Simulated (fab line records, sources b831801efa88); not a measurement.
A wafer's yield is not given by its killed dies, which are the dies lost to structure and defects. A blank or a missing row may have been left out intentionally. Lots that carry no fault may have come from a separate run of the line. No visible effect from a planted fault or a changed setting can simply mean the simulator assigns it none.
Matching of chambers | flow gf180mcu | GF_V2_CMP_04 on cmp-02 has 4 sister chambers
The step polishes SiO2. 16 wafers are shown with their chamber, then 8 later ones without.

## WAFERS, EACH WITH ITS CHAMBER
wafer  | chamber | motor-current-A (A) | edge-zone-pressure-frac | time-to-endpoint-s (s)
L502.1 | 3       | 13.4                | 0.987                   | 82
L502.4 | 0       | 11.9                | 1.008                   | 88
L502.5 | 3       | 13.8                | 0.998                   | 82
L505.1 | 0       | 11.7                | 1.001                   | 71
L505.2 | 1       | 11.7                | 0.998                   | 71
L505.3 | 3       | 13.7                | 1.001                   | 77
L511.1 | 3       | 14.0                | 0.997                   | 76
L511.5 | 3       | 13.3                | 1.006                   | 83
L511.6 | 0       | 12.1                | 1.002                   | 78
L514.1 | 1       | 11.8                | 0.995                   | 77
L514.3 | 0       | 12.0                | 0.996                   | 78
L514.4 | 2       | 12.7                | 0.996                   | 79
L518.2 | 0       | 11.3                | 0.994                   | 81
L518.4 | 1       | 11.8                | 0.995                   | 78
L518.5 | 1       | 11.4                | 1.001                   | 79
L520.1 | 0       | 11.6                | 1.004                   | 78

SIGNATURES (averages over the wafers above)
reading                 | chamber 0 | chamber 1 | chamber 2 | chamber 3 | scatter within a chamber
motor-current-A         | 11.767    | 11.675    | 12.700    | 13.640    | 0.27
edge-zone-pressure-frac | 1.00083   | 0.99725   | 0.99600   | 0.99780   | 0.00542
time-to-endpoint-s      | 79.00     | 76.25     | 79.00     | 80.00     | 4.4
Rule: for a wafer and a chamber, the distance is found by dividing, reading by reading, the gap between the wafer's reading and the chamber's mean by the reading's scatter, squaring, summing and taking the root. The wafer belongs to the nearest chamber; if the next one is less than 2 further off, it can't be placed. The scatter: the root of (the sum of the squares of (reading less its chamber's mean) over the shown wafers, divided by (wafers less chambers)).

## WAFERS WITHOUT THEIR CHAMBER
wafer  | motor-current-A (A) | edge-zone-pressure-frac | time-to-endpoint-s (s)
L520.2 | 11.4                | 0.998                   | 77
L520.6 | 12.1                | 0.996                   | 79
L523.2 | 12.1                | 0.996                   | 66
L523.5 | 11.9                | 0.999                   | 74
L523.6 | 14.1                | 1.003                   | 85
L524.1 | 11.9                | 1.006                   | 88
L524.2 | 11.7                | 1.010                   | 80
L524.6 | 11.7                | 1.006                   | 80

## CHAMBER TAKEN BY EACH
wafer  | from the rows above          | in truth
L520.2 | can't be placed: 1 or 0      | 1
L520.6 | can't be placed: 0 or 1 or 2 | 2
L523.2 | can't be placed: 1 or 0 or 2 | 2
L523.5 | can't be placed: 1 or 0      | 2
L523.6 | 3                            | 3
L524.1 | can't be placed: 0 or 1 or 2 | 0
L524.2 | can't be placed: 0 or 1      | 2
L524.6 | can't be placed: 0 or 1      | 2
Correctly placed: 1 of 8. Unplaceable from these rows: 7, with the true chamber sitting among the candidates in 4. Wrongly placed: 0.
